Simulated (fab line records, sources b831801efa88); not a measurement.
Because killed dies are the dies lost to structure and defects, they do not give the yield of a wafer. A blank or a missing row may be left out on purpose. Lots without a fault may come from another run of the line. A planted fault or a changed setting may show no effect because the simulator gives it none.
Problem report, 8D (eight disciplines) form, completed by code -- flow sky130 -- the parts of the form that need people (team, actions taken, sign-off) are left out

== 1. THE ISSUE ==
run_length_s at SKY_VIA2_SOFTBAKE_08 reads a mean of 114.53 s on 2 wafers of 2 lots; wafers without a fault read 119.28 s with a standard deviation of 0.13. That puts it -37 standard deviations away from the usual mean.
The step: time 90 s.
The first sign was on wafer L207.3 at day 40 00:00, on litho_track-03. Wafers with a number at this step in the record: 35, from 12 lots. Rule for "out", or "out of limits": more than 4 standard deviations from the usual mean. All remaining wafers that have a number are taken as sound.

== 2. WHAT IT IS, WHAT IT ISN'T ==
question,is,is not
which readings at this step,"run_length_s, heater_power_total_W",resist_line_temp_C
which lots,"L207, L208","L196, L197, L198, L200, L203, L213, L214, L215, L216, L217"
which wafers of those lots,"L207.3, L208.5","L207.1, L207.2, L208.4"
read on which tools,litho_track-03,"litho_track-01, litho_track-02"
when,from day 40 00:00,"up to then (17 sound wafers); but 16 sound wafers of L208, L213, L214, L215, L216, L217 came after"

== 3. THE SUSPECTS, EACH WITH WHAT RULES IT OUT ==
Counting: any tool at a process step up to the reading remains a suspect provided it ran every lot that is out. Sound lots after the first of them don't rule it out here, since some wafers of a struck lot are sound.
- litho_track-03 at SKY_VIA2_SOFTBAKE_08 (time 90 s): kept. It ran every lot that is out, first L207 (day 40 00:00); its last sound lot up to then is L203 (day 38 09:00). Its own readings are out on those wafers: heater_power_total_W, run_length_s.
Remaining after the count: litho_track-03 at SKY_VIA2_SOFTBAKE_08.

== 4. THE CAUSE (what the simulator had put in) ==
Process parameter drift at SKY_VIA2_SOFTBAKE_08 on litho_track-03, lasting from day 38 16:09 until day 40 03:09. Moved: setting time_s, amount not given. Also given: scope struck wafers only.
After counting, this tool was the only one left.

== 5. THE EFFECT CHAIN, in route order ==
Each row: a reading where the mean over the struck wafers with a number is more than 3 standard deviations away from the usual. Scope: only readings with a usual standard deviation given in the record; hours: median across lots of the time from each lot's start at the first step in this table that gives one to its start at this step; sigmas: change in usual standard deviations.
hours,step,reading,usual,on struck wafers,change,sigmas
0,SKY_VIA2_SOFTBAKE_08,heater_power_total_W,57.36 W,58.28,+0.92,+8.4
0,SKY_VIA2_SOFTBAKE_08,run_length_s,119.28 s,114.53,-4.75,-37
Its process steps:
- SKY_VIA2_SOFTBAKE_08: time 90 s.
Readings that are blank on the struck wafers while sound wafers have them: plate_temp_C at SKY_VIA2_SOFTBAKE_08.

== 6. HOW IT WOULD HAVE BEEN CAUGHT EARLIER ==
In this record the first reading out of limits was taken at day 40 00:00, 32 hours after the fault began at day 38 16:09.
